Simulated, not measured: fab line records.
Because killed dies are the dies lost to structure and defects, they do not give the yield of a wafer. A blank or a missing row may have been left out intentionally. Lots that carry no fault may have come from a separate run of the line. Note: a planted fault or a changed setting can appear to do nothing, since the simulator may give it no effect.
fab line records ; flow gf180mcu
record: lots: 7; wafers: 21; last-day: 34
route steps=602 shown V1@354 M2@362
lots untouched by any fault: they come from a run of this same line in which no faults occurred
start-h: the number of hours between the record's first day and the start of the first shown wafer of the lot ; wait-h: hours elapsed since this lot's preceding step ; " unchanged from the row above ; L1.1+2: a single row standing in for several wafers ; - value missing, or start not given ; * or withheld: withheld ; < > ~ a bound
route shown NAME@n: a module of which the file shows steps, and the number in the route of the first ; usual: average and standard deviation across the fault-free wafers ; same: alike in all rows ; chamber/n: place in a boat ; sites: each site's reading ; _std_site: the standard deviation of these ; _edge_site: inner sites' mean taken away from outer sites' mean ; radius-mm: for every site, how far away it sits from the centre of the wafer ; mask NAME#n: copy n ; behind: the last tool/chamber to shape the wafer ; hold: the reason the lot was held/the length of the hold in hours/how it ended ; device: names the non-switching transistor (n, p or np) ; end of line: tests of these same wafers at the route's end ; where a step has no rows: the recipe by itself ; killed: at the first sort, the dies lost to defects and structure; wafer yield is something else ; map: a wafer's dies, marking killed ones x, the rest . and places with no die _
set.NAME: the setting the step ran with; set.NAME@STEP: the setting that earlier step ran with ; model.NAME: the simulator's own value behind a step, which no gauge read
a table for each step, a row for each wafer; lots at some steps of the route
services: a tool's chamber out of use, with start hour (start-h, from the record's first day; less than 0 if before it), hours out, and reason
== steps ==
step: GF_V1_STRIP_19
recipe: chemistry: post-etch-residue-remover; time-s: 1200; temp-c: 72.5
step: GF_V1_CLEAN_20
recipe: chemistry: DIW; dry: n2-spin
step: GF_V1_SPUTTER_21
recipe: material: Ti; target-thk-nm: 15; chamber-pressure-pa: 5; power-w: 2500; substrate-temp-c: 200; time-s: 80.02
usual: cathode-dc-power-W: 2500.0/0.45; chamber-pressure-pa: 5.000/0.0098; throttle-valve-pct: 30.0/0.92
lot.wafer;tool;chamber;start-h;wait-h;cathode-dc-power-W;chamber-pressure-pa;throttle-valve-pct
L460.1;pvd-sputter-01;-;481.98;0.0;2499.6;4.984;30.7
L460.2;pvd-sputter-01;-;481.98;0.0;2499.8;5.000;29.0
L460.4;pvd-sputter-01;-;481.98;0.0;2499.5;5.009;30.0
L464.1;pvd-sputter-03;-;511.27;0.0;2499.3;5.004;31.0
L464.4;pvd-sputter-03;-;511.27;0.0;2500.2;4.998;31.1
L464.5;pvd-sputter-03;-;511.27;0.0;2500.5;5.002;31.5
L467.3;pvd-sputter-03;-;537.25;0.0;2500.2;4.999;31.0
L467.5;pvd-sputter-03;-;537.25;0.0;2499.9;4.998;30.1
L467.6;pvd-sputter-03;-;537.25;0.0;2500.5;5.003;31.2
L468.1;pvd-sputter-02;-;547.29;0.0;2500.6;5.019;29.1
L468.2;pvd-sputter-02;-;547.29;0.0;2498.8;4.995;29.8
L468.5;pvd-sputter-02;-;547.29;0.0;2500.0;4.994;29.1
L469.2;pvd-sputter-03;-;553.17;0.0;2500.0;5.009;31.1
L469.3;pvd-sputter-03;-;553.17;0.0;2499.5;4.984;29.7
L469.4;pvd-sputter-03;-;553.17;0.0;2500.7;4.998;28.8
L474.1;pvd-sputter-01;-;591.62;0.0;2500.0;5.007;28.9
L474.2;pvd-sputter-01;-;591.62;0.0;2499.8;5.001;30.1
L474.5;pvd-sputter-01;-;591.62;0.0;2499.9;5.001;28.8
L475.1;pvd-sputter-02;-;601.27;0.0;2500.3;4.995;29.9
L475.2;pvd-sputter-02;-;601.27;0.0;2500.3;4.998;29.1
L475.6;pvd-sputter-02;-;601.27;0.0;2500.3;4.997;30.1
step: GF_V1_SPUTTER_22
recipe: material: TiN; target-thk-nm: 10; chamber-pressure-pa: 5; power-w: 4000; time-s: 40
usual: cathode-dc-power-W: 4000.0/0.74; chamber-pressure-pa: 5.000/0.012; throttle-valve-pct: 30.0/0.95
lot.wafer;tool;chamber;start-h;wait-h;cathode-dc-power-W;chamber-pressure-pa;throttle-valve-pct
L460.1;pvd-sputter-01;-;482.04;0.0;4000.0;5.003;31.0
L460.2;pvd-sputter-01;-;482.04;0.0;4000.9;4.992;28.8
L460.4;pvd-sputter-01;-;482.04;0.0;3999.0;5.004;29.6
L464.1;pvd-sputter-03;-;511.33;0.0;4000.7;4.982;31.3
L464.4;pvd-sputter-03;-;511.33;0.0;3999.2;5.008;31.0
L464.5;pvd-sputter-03;-;511.33;0.0;4001.0;4.995;31.4
L467.3;pvd-sputter-03;-;537.31;0.0;3999.5;5.007;30.9
L467.5;pvd-sputter-03;-;537.31;0.0;3999.8;4.986;30.0
L467.6;pvd-sputter-03;-;537.31;0.0;3999.4;5.012;31.2
L468.1;pvd-sputter-02;-;547.35;0.0;3999.3;4.995;29.4
L468.2;pvd-sputter-02;-;547.35;0.0;3999.3;5.014;30.2
L468.5;pvd-sputter-02;-;547.35;0.0;4000.5;4.986;29.0
L469.2;pvd-sputter-03;-;553.23;0.0;4000.0;4.992;31.2
L469.3;pvd-sputter-03;-;553.23;0.0;4000.3;5.002;30.3
L469.4;pvd-sputter-03;-;553.23;0.0;3999.9;4.999;28.9
L474.1;pvd-sputter-01;-;591.68;0.0;4001.5;5.018;29.0
L474.2;pvd-sputter-01;-;591.68;0.0;4000.5;4.980;30.0
L474.5;pvd-sputter-01;-;591.68;0.0;4000.2;4.994;28.8
L475.1;pvd-sputter-02;-;601.33;0.0;3999.9;5.003;30.0
L475.2;pvd-sputter-02;-;601.33;0.0;4000.0;5.011;29.0
L475.6;pvd-sputter-02;-;601.33;0.0;3999.9;4.991;30.1
step: GF_V1_CVD_23
recipe: material: W; target-thk-nm: 350; time-s: 105.05; temp-c: 400; pressure-torr: 40
step: GF_V1_RS_MEAS_24
recipe: thk-meas-gauge: four-point-probe; reads: W_of_V1_CVD_23+TiN_of_V1_SPUTTER_22+Ti_of_V1_SPUTTER_21
usual: V1_W_RS: 0.324/0.0046
lot.wafer;tool;chamber;start-h;wait-h;V1_W_RS[ohm/sq]
L460.1;film-metro-01;-;482.20;0.1;0.327
L460.2;film-metro-01;-;482.20;0.1;0.320
L460.4;film-metro-01;-;482.20;0.1;0.327
L464.1;film-metro-02;-;511.48;0.1;0.325
L464.4;film-metro-02;-;511.48;0.1;0.322
L464.5;film-metro-02;-;511.48;0.1;0.325
L467.3;film-metro-02;-;537.50;0.1;0.321
L467.5;film-metro-02;-;537.50;0.1;0.317
L467.6;film-metro-02;-;537.50;0.1;0.326
L468.1;film-metro-02;-;547.50;0.1;0.333
L468.2;film-metro-02;-;547.50;0.1;0.324
L468.5;film-metro-02;-;547.50;0.1;0.327
L469.2;film-metro-04;-;553.40;0.1;0.318
L469.3;film-metro-04;-;553.40;0.1;0.319
L469.4;film-metro-04;-;553.40;0.1;0.323
L474.1;film-metro-01;-;591.83;0.1;0.322
L474.2;film-metro-01;-;591.83;0.1;0.328
L474.5;film-metro-01;-;591.83;0.1;0.323
L475.1;film-metro-01;-;601.48;0.1;0.326
L475.2;film-metro-01;-;601.48;0.1;0.324
L475.6;film-metro-01;-;601.48;0.1;0.330
step: GF_V1_THK_MEAS_25
recipe: thk-meas-gauge: xrf; reads: W_of_V1_CVD_23
usual: V1_W_THK: 350/6
lot.wafer;tool;chamber;start-h;wait-h;V1_W_THK[nm]
L460.1;film-metro-01;-;482.32;0.1;350
L460.2;film-metro-01;-;482.32;0.1;361
L460.4;film-metro-01;-;482.32;0.1;348
L464.1;film-metro-02;-;511.60;0.1;354
L464.4;film-metro-02;-;511.60;0.1;356
L464.5;film-metro-02;-;511.60;0.1;352
L467.3;film-metro-02;-;537.60;0.1;351
L467.5;film-metro-02;-;537.60;0.1;355
L467.6;film-metro-02;-;537.60;0.1;343
L468.1;film-metro-02;-;547.62;0.1;338
L468.2;film-metro-02;-;547.62;0.1;348
L468.5;film-metro-02;-;547.62;0.1;342
L469.2;film-metro-04;-;553.51;0.1;349
L469.3;film-metro-04;-;553.51;0.1;347
L469.4;film-metro-04;-;553.51;0.1;344
L474.1;film-metro-01;-;591.95;0.1;355
L474.2;film-metro-01;-;591.95;0.1;350
L474.5;film-metro-01;-;591.95;0.1;354
L475.1;film-metro-01;-;601.60;0.1;345
L475.2;film-metro-01;-;601.60;0.1;349
L475.6;film-metro-01;-;601.60;0.1;342
step: GF_V1_CMP_26
recipe: stop-on: SiO2; down-force-psi: 3.5; platen-rpm: 60; t-overpolish-s: 15; target-thk-nm: 0; pad-velocity-m-s: 0.94248
usual: motor-current-A: 11.3/1.8; overpolish-run-s: 14.999/0.0087; time-to-endpoint-s: 88/3.7
same: t-overpolish-s: 15
lot.wafer;tool;chamber;start-h;wait-h;motor-current-A;overpolish-run-s;time-to-endpoint-s
L460.2;cmp-02;2;482.43;0.1;11.3;15.005;86
L460.4;cmp-02;3;482.43;0.1;13.7;15.006;87
L460.1;cmp-02;0;482.43;0.1;13.7;14.995;95
L464.1;cmp-02;1;511.66;0.1;12.1;14.990;87
L464.4;cmp-02;0;511.66;0.1;14.5;14.998;89
L464.5;cmp-02;1;511.66;0.1;12.2;14.989;91
L467.3;cmp-01;0;537.64;0.0;11.4;14.983;82
L467.6;cmp-01;0;537.64;0.0;10.7;15.011;84
L467.5;cmp-01;1;537.64;0.0;9.7;14.998;87
L468.2;cmp-02;3;547.68;0.0;14.2;14.988;88
L468.1;cmp-02;2;547.68;0.0;10.9;15.011;85
L468.5;cmp-02;3;547.68;0.0;14.0;15.012;85
L469.4;cmp-02;3;553.56;0.0;14.0;15.002;88
L469.3;cmp-02;0;553.56;0.0;14.3;14.998;94
L469.2;cmp-02;2;553.56;0.0;11.4;15.008;90
L474.2;cmp-01;3;592.35;0.4;10.5;14.988;89
L474.1;cmp-01;1;592.35;0.4;9.8;15.005;91
L474.5;cmp-01;2;592.35;0.4;8.9;15.000;86
L475.1;cmp-01;2;601.66;0.1;8.8;15.007;85
L475.2;cmp-01;3;601.66;0.1;10.1;15.001;90
L475.6;cmp-01;3;601.66;0.1;10.1;14.997;87
step: GF_M2_SPUTTER_00
recipe: material: Ti; target-thk-nm: 37.5; arriving-ion-energy-ev: 80; substrate-temp-c: 200; chamber-pressure-pa: 2; power-w: 4000; time-s: 150
usual: cathode-dc-power-W: 4000.0/0.76; chamber-pressure-pa: 2.000/0.0039; throttle-valve-pct: 30.1/0.85
lot.wafer;tool;chamber;start-h;wait-h;cathode-dc-power-W;chamber-pressure-pa;throttle-valve-pct
L460.1;pvd-sputter-04;-;482.68;0.1;4001.2;1.999;28.5
L460.2;pvd-sputter-04;-;482.68;0.1;3999.0;2.004;29.5
L460.4;pvd-sputter-04;-;482.68;0.1;4000.5;2.001;30.5
L464.1;pvd-sputter-03;-;511.96;0.2;4000.1;2.008;29.8
L464.4;pvd-sputter-03;-;511.96;0.2;3999.4;2.006;31.4
L464.5;pvd-sputter-03;-;511.96;0.2;3999.2;2.006;31.3
L467.3;pvd-sputter-02;-;537.94;0.2;3998.9;2.002;30.7
L467.5;pvd-sputter-02;-;537.94;0.2;4000.5;2.004;30.4
L467.6;pvd-sputter-02;-;537.94;0.2;4000.2;1.994;30.0
L468.1;pvd-sputter-03;-;547.98;0.1;4000.9;2.001;31.1
L468.2;pvd-sputter-03;-;547.98;0.1;3999.0;2.011;31.1
L468.5;pvd-sputter-03;-;547.98;0.1;4000.7;2.003;31.1
L469.2;pvd-sputter-02;-;553.86;0.1;3999.8;2.000;30.1
L469.3;pvd-sputter-02;-;553.86;0.1;3999.5;1.998;30.4
L469.4;pvd-sputter-02;-;553.86;0.1;3999.9;2.001;30.4
L474.1;pvd-sputter-02;-;592.60;0.1;3998.5;1.999;30.9
L474.2;pvd-sputter-02;-;592.60;0.1;3999.8;1.995;29.1
L474.5;pvd-sputter-02;-;592.60;0.1;4000.3;1.996;30.7
L475.1;pvd-sputter-04;-;601.96;0.2;4000.5;1.999;30.8
L475.2;pvd-sputter-04;-;601.96;0.2;3999.3;2.008;31.0
L475.6;pvd-sputter-04;-;601.96;0.2;4000.0;1.999;29.6
step: GF_M2_SPUTTER_01
recipe: material: TiN; target-thk-nm: 30; power-w: 6500; time-s: 25; chamber-pressure-pa: 0.4
step: GF_M2_SPUTTER_02
recipe: material: AlCu; target-thk-nm: 450; power-w: 10600; time-s: 23.9; chamber-pressure-pa: 0.4079
usual: cathode-dc-power-W: 10600/2.1; chamber-pressure-pa: 0.4078/0.00084; throttle-valve-pct: 30.1/0.87
lot.wafer;tool;chamber;start-h;wait-h;cathode-dc-power-W;chamber-pressure-pa;throttle-valve-pct
L460.1;pvd-sputter-04;-;482.81;0.0;10600;0.4081;28.5
L460.2;pvd-sputter-04;-;482.81;0.0;10598;0.4084;29.6
L460.4;pvd-sputter-04;-;482.81;0.0;10598;0.4076;30.5
L464.1;pvd-sputter-03;-;512.09;0.0;10599;0.4056;30.1
L464.4;pvd-sputter-03;-;512.09;0.0;10601;0.4080;31.0
L464.5;pvd-sputter-03;-;512.09;0.0;10602;0.4084;31.4
L467.3;pvd-sputter-02;-;538.07;0.0;10602;0.4075;30.6
L467.5;pvd-sputter-02;-;538.07;0.0;10597;0.4080;30.6
L467.6;pvd-sputter-02;-;538.07;0.0;10598;0.4074;30.1
L468.1;pvd-sputter-03;-;548.11;0.0;10603;0.4084;31.3
L468.2;pvd-sputter-03;-;548.11;0.0;10600;0.4079;31.2
L468.5;pvd-sputter-03;-;548.11;0.0;10604;0.4070;31.2
L469.2;pvd-sputter-02;-;553.99;0.0;10602;0.4074;29.9
L469.3;pvd-sputter-02;-;553.99;0.0;10598;0.4085;30.4
L469.4;pvd-sputter-02;-;553.99;0.0;10598;0.4078;30.5
L474.1;pvd-sputter-02;-;592.73;0.0;10602;0.4080;30.7
L474.2;pvd-sputter-02;-;592.73;0.0;10598;0.4086;29.0
L474.5;pvd-sputter-02;-;592.73;0.0;10598;0.4071;30.5
L475.1;pvd-sputter-04;-;602.09;0.0;10599;0.4080;30.6
L475.2;pvd-sputter-04;-;602.09;0.0;10600;0.4093;31.3
L475.6;pvd-sputter-04;-;602.09;0.0;10603;0.4081;29.4
step: GF_M2_SPUTTER_03
recipe: material: Ti; target-thk-nm: 10; substrate-temp-c: 300; chamber-pressure-pa: 0.3; power-w: 3000; time-s: 6.7
step: GF_M2_SPUTTER_04
recipe: material: TiN; target-thk-nm: 50; power-w: 6500; time-s: 41.7; chamber-pressure-pa: 0.4
usual: cathode-dc-power-W: 6500.2/1.3; chamber-pressure-pa: 0.4001/0.00077; throttle-valve-pct: 30.1/0.84
lot.wafer;tool;chamber;start-h;wait-h;cathode-dc-power-W;chamber-pressure-pa;throttle-valve-pct
L460.1;pvd-sputter-04;-;482.86;0.0;6499.3;0.3989;28.4
L460.2;pvd-sputter-04;-;482.86;0.0;6497.7;0.3995;29.7
L460.4;pvd-sputter-04;-;482.86;0.0;6498.3;0.3997;30.7
L464.1;pvd-sputter-03;-;512.14;0.0;6500.4;0.4009;29.9
L464.4;pvd-sputter-03;-;512.14;0.0;6504.7;0.3997;31.0
L464.5;pvd-sputter-03;-;512.14;0.0;6500.1;0.4002;30.8
L467.3;pvd-sputter-02;-;538.12;0.0;-;-;-
L467.5;pvd-sputter-02;-;538.12;0.0;-;-;-
L467.6;pvd-sputter-02;-;538.12;0.0;-;-;-
L468.1;pvd-sputter-03;-;548.16;0.0;-;-;-
L468.2;pvd-sputter-03;-;548.16;0.0;-;-;-
L468.5;pvd-sputter-03;-;548.16;0.0;-;-;-
L469.2;pvd-sputter-02;-;554.04;0.0;-;-;-
L469.3;pvd-sputter-02;-;554.04;0.0;-;-;-
L469.4;pvd-sputter-02;-;554.04;0.0;-;-;-
L474.1;pvd-sputter-02;-;592.78;0.0;6500.2;0.3983;30.4
L474.2;pvd-sputter-02;-;592.78;0.0;6500.7;0.4002;29.0
L474.5;pvd-sputter-02;-;592.78;0.0;6500.1;0.4011;30.6
L475.1;pvd-sputter-04;-;602.14;0.0;6500.3;0.4006;30.7
L475.2;pvd-sputter-04;-;602.14;0.0;6500.0;0.3995;31.1
L475.6;pvd-sputter-04;-;602.14;0.0;6500.5;0.4001;29.5
step: GF_M2_THK_MEAS_06
recipe: thk-meas-gauge: xrf; reads: AlCu_of_M2_SPUTTER_02
usual: M2_ALCU_THK: 447/4.4
lot.wafer;tool;chamber;start-h;wait-h;M2_ALCU_THK[nm]
L460.1;film-metro-03;-;483.02;0.1;443
L460.2;film-metro-03;-;483.02;0.1;443
L460.4;film-metro-03;-;483.02;0.1;444
L464.1;film-metro-01;-;512.30;0.1;447
L464.4;film-metro-01;-;512.30;0.1;447
L464.5;film-metro-01;-;512.30;0.1;448
L467.3;film-metro-01;-;538.30;0.1;507
L467.5;film-metro-01;-;538.30;0.1;504
L467.6;film-metro-01;-;538.30;0.1;499
L468.1;film-metro-01;-;548.32;0.1;495
L468.2;film-metro-01;-;548.32;0.1;496
L468.5;film-metro-01;-;548.32;0.1;495
L469.2;film-metro-04;-;554.21;0.1;493
L469.3;film-metro-04;-;554.21;0.1;490
L469.4;film-metro-04;-;554.21;0.1;500
L474.1;film-metro-01;-;592.94;0.1;449
L474.2;film-metro-01;-;592.94;0.1;440
L474.5;film-metro-01;-;592.94;0.1;443
L475.1;film-metro-01;-;602.30;0.1;450
L475.2;film-metro-01;-;602.30;0.1;452
L475.6;film-metro-01;-;602.30;0.1;446
step: GF_M2_DEHYDRATE_07
recipe: temp-c: 200; time-s: 60
== services ==
tool;chamber;start-h;hours;kind
pvd-sputter-02;-;474.44;3.5;repair
pvd-sputter-03;0;476.54;-;consumable-replace:kit
pvd-sputter-03;0;476.54;18.0;scheduled-down
pvd-sputter-03;0;476.54;18.0;vent-cycle
cmp-01;-;482.40;2.3;repair
pvd-sputter-02;-;491.33;12.8;repair
cmp-01;-;501.75;1.2;repair
cmp-01;-;552.53;15.7;pm
cmp-02;-;568.49;6.4;pm
cmp-01;-;572.26;4.0;pm
pvd-sputter-04;-;573.51;2.1;repair
cmp-01;-;576.26;-;consumable-replace:conditioner
cmp-01;-;576.26;-;consumable-replace:pad
cmp-02;-;576.43;7.8;pm
cmp-02;-;589.71;3.4;repair
cmp-01;-;596.90;0.8;repair
== key ==
first-sign: step: GF_M2_SPUTTER_04; reading: tool-record; direction: missing
effect: step: GF_M2_THK_MEAS_06; reading: M2_ALCU_THK; direction: up; sigmas: 11; usual: 447; struck: 498
met-at GF_M2_SPUTTER_04
struck-wafers L467.3,L467.5,L467.6,L468.1,L468.2,L468.5,L469.2,L469.3,L469.4
later-rows-left-out L467.3,L467.5,L467.6,L468.1,L468.2,L468.5,L469.2,L469.3,L469.4
sort-left-out L467.3,L467.5,L467.6,L468.1,L468.2,L468.5,L469.2,L469.3,L469.4
onset-between 512.14 538.12
fault: kind: skipped-step-whole; tool: pvd-sputter-02,pvd-sputter-03; chamber: -; onset-h: 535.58; steps: GF_M2_SPUTTER_04; scope: struck-lots-only
sort-left-out: the simulated sort isn't trusted on such a fault, so these wafers' sort isn't shown, and their yield isn't known
later-rows-left-out: the simulator's readings of these wafers behind a module that went badly wrong aren't trusted and aren't shown, but for the sort
